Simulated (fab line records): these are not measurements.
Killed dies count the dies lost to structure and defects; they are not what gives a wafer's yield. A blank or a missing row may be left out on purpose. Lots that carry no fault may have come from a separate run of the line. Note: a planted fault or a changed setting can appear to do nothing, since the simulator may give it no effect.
Matching of chambers ; flow sky130 ; rie-diel-03 running SKY_POLY_GATE_ETCH_16: 4 sister chambers
The step etches Si3N4 in CH3F/O2, stops on poly-Si, time 147.5 s, target depth 75 nm. 22 wafers are shown with their chamber, then 11 later ones without.

## EACH WAFER AND ITS CHAMBER
wafer;chamber;drypump-motor-current-A (A);throttle-valve-pct (%);oes-product-au (a.u.)
L074.2;1;5.5;10.534;0.642
L074.3;3;5.2;10.541;0.634
L074.4;2;5.2;10.525;0.640
L078.1;2;5.2;10.539;0.641
L078.4;1;5.5;10.532;0.642
L078.6;2;5.1;10.549;0.643
L086.1;2;5.2;10.520;0.636
L086.3;3;5.2;10.538;0.637
L086.6;3;5.2;10.527;0.642
L088.2;3;5.2;10.534;0.639
L088.5;0;5.2;10.544;0.642
L088.6;3;5.1;10.536;0.646
L091.1;3;5.2;10.528;0.636
L091.2;2;5.2;10.549;0.637
L091.5;2;5.2;10.534;0.644
L089.2;1;5.5;10.544;0.647
L089.4;2;5.2;10.541;0.642
L089.6;1;5.5;10.545;0.625
L092.1;3;5.2;10.558;0.647
L092.3;1;5.5;10.542;0.633
L092.6;1;5.5;10.559;0.644
L095.1;1;5.5;10.549;0.633

SIGNATURES (means of the wafers above)
reading;chamber 0;chamber 1;chamber 2;chamber 3;scatter within a chamber
drypump-motor-current-A;5.200;5.500;5.186;5.186;0.0309
throttle-valve-pct;10.54400;10.54357;10.53671;10.53743;0.0103
oes-product-au;0.64200;0.63800;0.64043;0.64014;0.00564
Rule: for a wafer and a chamber, the distance is found by dividing, reading by reading, the gap between the wafer's reading and the chamber's mean by the reading's scatter, squaring, summing and taking the root. The wafer belongs to the nearest chamber; if the next one is less than 2 further off, it can't be placed. The scatter is the square root of a quotient: the sum, over the shown wafers, of each reading's squared deviation from its chamber's mean, divided by wafers minus chambers.

## WAFERS WITH NO CHAMBER GIVEN
wafer;drypump-motor-current-A (A);throttle-valve-pct (%);oes-product-au (a.u.)
L095.2;5.2;10.547;0.635
L095.3;5.2;10.537;0.641
L095.4;5.1;10.527;0.640
L095.5;5.2;10.534;0.635
L095.6;5.2;10.553;0.637
L096.1;5.5;10.526;0.652
L096.2;5.2;10.539;0.643
L096.3;5.1;10.531;0.646
L097.3;5.5;10.537;0.642
L097.5;5.2;10.532;0.641
L097.6;5.2;10.527;0.633

## CHAMBER TAKEN BY EACH
wafer;from the rows above;in truth
L095.2;can't be placed: 0 or 3 or 2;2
L095.3;can't be placed: 2 or 3 or 0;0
L095.4;can't be placed: 2 or 3 or 0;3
L095.5;can't be placed: 3 or 2 or 0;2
L095.6;can't be placed: 0 or 3 or 2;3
L096.1;1;1
L096.2;can't be placed: 0 or 2 or 3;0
L096.3;can't be placed: 2 or 3 or 0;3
L097.3;1;1
L097.5;can't be placed: 2 or 3 or 0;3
L097.6;can't be placed: 2 or 3 or 0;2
Correct placement for 2 of the 11. These rows do not allow placing 9 (true chamber among the candidates in 9). Placed wrongly: 0.
